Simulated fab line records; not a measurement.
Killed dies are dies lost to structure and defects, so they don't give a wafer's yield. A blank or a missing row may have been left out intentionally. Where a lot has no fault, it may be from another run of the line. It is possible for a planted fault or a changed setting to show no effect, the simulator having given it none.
8D (eight disciplines) problem report, filled in by code -- flow sky130 -- the parts of the form that need people (team, actions taken, sign-off) are left out

1. WHAT IS WRONG
POLY_GATE_CVD_00_THK at SKY_POLY_GATE_THK_MEAS_01 reads a mean of 144.9 nm on 3 wafers of 1 lot; wafers without a fault read 180.3 nm with a standard deviation of 1.3. That is -27 standard deviations from the usual mean.
First observed at day 20 09:08: wafer L956.3, on film-metro-04. Wafers with a number at this step in the record: 30, from 10 lots. By rule, "out" or "out of limits" means more than 4 standard deviations away from the usual mean. The rest of the wafers with a number are treated as sound.

2. WHAT IT IS, WHAT IT ISN'T
question,is,is not
which readings at this step,POLY_GATE_CVD_00_THK,-
which lots,L956,"L940, L941, L942, L944, L946, L948, L951, L953, L959"
which wafers of those lots,all that have a number,-
read on which gauges,film-metro-04,"film-metro-02, film-metro-03"
when,from day 20 09:08,up to then (24 sound wafers); but 3 sound wafers of L959 came after

3. THE SUSPECTS, EACH WITH WHAT RULES IT OUT
Counting: a tool at a process step up to the reading stays a suspect if it ran every lot that is out and no sound lot after the first of them.
- the gauge at SKY_POLY_GATE_THK_MEAS_01 is ruled out. All the wafers that are out were read on film-metro-04, but those of them that SKY_POLY_GATE_CVD_00 has rows for are out there too, on other tools.
- plasma-asher-03 at SKY_VT_ADJUST_PCH_STRIP_09 (strips in O2/N2): ruled out as a lasting fault. The sound lots L959 went through it after L956, its earliest lot that is out (day 16 02:04).
- lpcvd-01 at SKY_POLY_GATE_CVD_00 (deposits poly-Si, target thk 180 nm, time 720 s): ruled out as a lasting fault. The sound lots L959 went through it after L956, its earliest lot that is out (day 20 07:19).
Left after counting: nothing in the record.

4. THE CAUSE (what the simulator had put in)
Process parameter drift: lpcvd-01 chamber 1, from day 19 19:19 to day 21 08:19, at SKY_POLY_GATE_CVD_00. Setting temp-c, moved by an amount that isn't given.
Counting ruled it out, wrongly: the rule takes a fault to strike every lot that its tool runs from its start on, and this one did not.

5. THE EFFECT CHAIN, in route order
One row per reading whose mean, taken over the struck wafers that have a number, lies over 3 standard deviations from the usual. Only readings whose record carries a usual standard deviation are examined. hours: median over the lots of the time between each lot's start at the first step of this table that gives one and its start at this step. sigmas: the change, counted in usual standard deviations.
hours,step,reading,usual,on struck wafers,change,sigmas
0,SKY_POLY_GATE_CVD_00,spike-tc-bottom-C,641.4 C,629.9,-11.5,-4.8
0,SKY_POLY_GATE_CVD_00,spike-tc-centre-C,621.8 C,611.2,-10.6,-8.8
0,SKY_POLY_GATE_CVD_00,spike-tc-lower-C,621.3 C,612.0,-9.3,-8.5
0,SKY_POLY_GATE_CVD_00,spike-tc-top-C,638.9 C,627.6,-11.3,-4.9
0,SKY_POLY_GATE_CVD_00,spike-tc-upper-C,620.6 C,611.4,-9.2,-7.7
0,SKY_POLY_GATE_CVD_00,susceptor-temp-C,620.00 C,610.78,-9.22,-32
2,SKY_POLY_GATE_THK_MEAS_01,POLY_GATE_CVD_00_THK,180.3 nm,144.9,-35.4,-27
66,SKY_POLY_GATE_ETCH_17,oes-product-au,0.989 a.u.,0.851,-0.138,-21
Its process steps:
- SKY_POLY_GATE_CVD_00: deposits poly-Si, target thk 180 nm, time 720 s.
- SKY_POLY_GATE_ETCH_17: etches poly-Si in HBr/Cl2, stops on SiO2, target depth 180 nm, time 70.5 s.
Later measuring or inspecting steps at which every struck wafer that the step has a row for has a number for every such reading, and none has moved that far: SKY_POLY_GATE_THK_MEAS_04, SKY_LDD_P_TW_MEAS_11.

6. HOW IT WOULD HAVE BEEN CAUGHT EARLIER
14 hours passed between the start of the fault at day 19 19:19 and the first reading out of limits at a measuring or inspecting step in this record, taken at day 20 09:08.
Tool's own readings at SKY_POLY_GATE_CVD_00, spike-tc-bottom-C, spike-tc-centre-C, spike-tc-lower-C, spike-tc-top-C, spike-tc-upper-C, susceptor-temp-C: out on all struck wafers the step has rows for; an alarm limit on them would have tripped on the first.
